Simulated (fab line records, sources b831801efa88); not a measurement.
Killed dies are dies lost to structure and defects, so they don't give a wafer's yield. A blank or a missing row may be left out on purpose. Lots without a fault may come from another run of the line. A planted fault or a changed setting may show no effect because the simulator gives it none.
Chamber matching | flow sky130 | SKY_CONTACT_CMP_27 on cmp-02: 4 sister chambers
The step polishes, stops on SiO2, t overpolish 15 s, target thk 0 nm. 4 wafers are shown with their chamber, then 7 later ones without.

WAFERS WITH THEIR CHAMBER
wafer  | chamber | motor_current_A (A)
L323.1 | 1       | 11.5
L332.5 | 3       | 9.8
L334.1 | 2       | 10.1
L334.2 | 0       | 13.2

WAFERS WITHOUT THEIR CHAMBER
wafer  | motor_current_A (A)
L334.5 | 10.4
L335.3 | 11.6
L335.5 | 9.3
L335.6 | 10.9
L338.2 | 10.7
L338.4 | 10.0
L338.5 | 8.9

WHICH CHAMBER EACH WENT THROUGH
wafer  | from the rows above          | in truth
L334.5 | can't be placed: 2 or 3 or 1 | 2
L335.3 | 1                            | 1
L335.5 | can't be placed: 3 or 2      | 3
L335.6 | can't be placed: 1 or 2 or 3 | 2
L338.2 | can't be placed: 2 or 1 or 3 | 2
L338.4 | can't be placed: 2 or 3      | 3
L338.5 | can't be placed: 3 or 2      | 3
Placed correctly: 1 of 7. Can't be placed from these rows: 6 (the true chamber is among the candidates in 6). Placed wrongly: 0.
How it was worked out, from the rows above alone: a wafer's distance from a chamber is the root of the sum, over the readings, of the square of ((its reading less the chamber's mean) divided by the reading's scatter). The wafer belongs to the nearest chamber; if the next one is less than 2 further off, it can't be placed. A chamber's mean is the mean of its shown wafers. The scatter: with one shown wafer a chamber, the root of the mean of the squares of how far each hidden wafer lies from its nearest shown one.
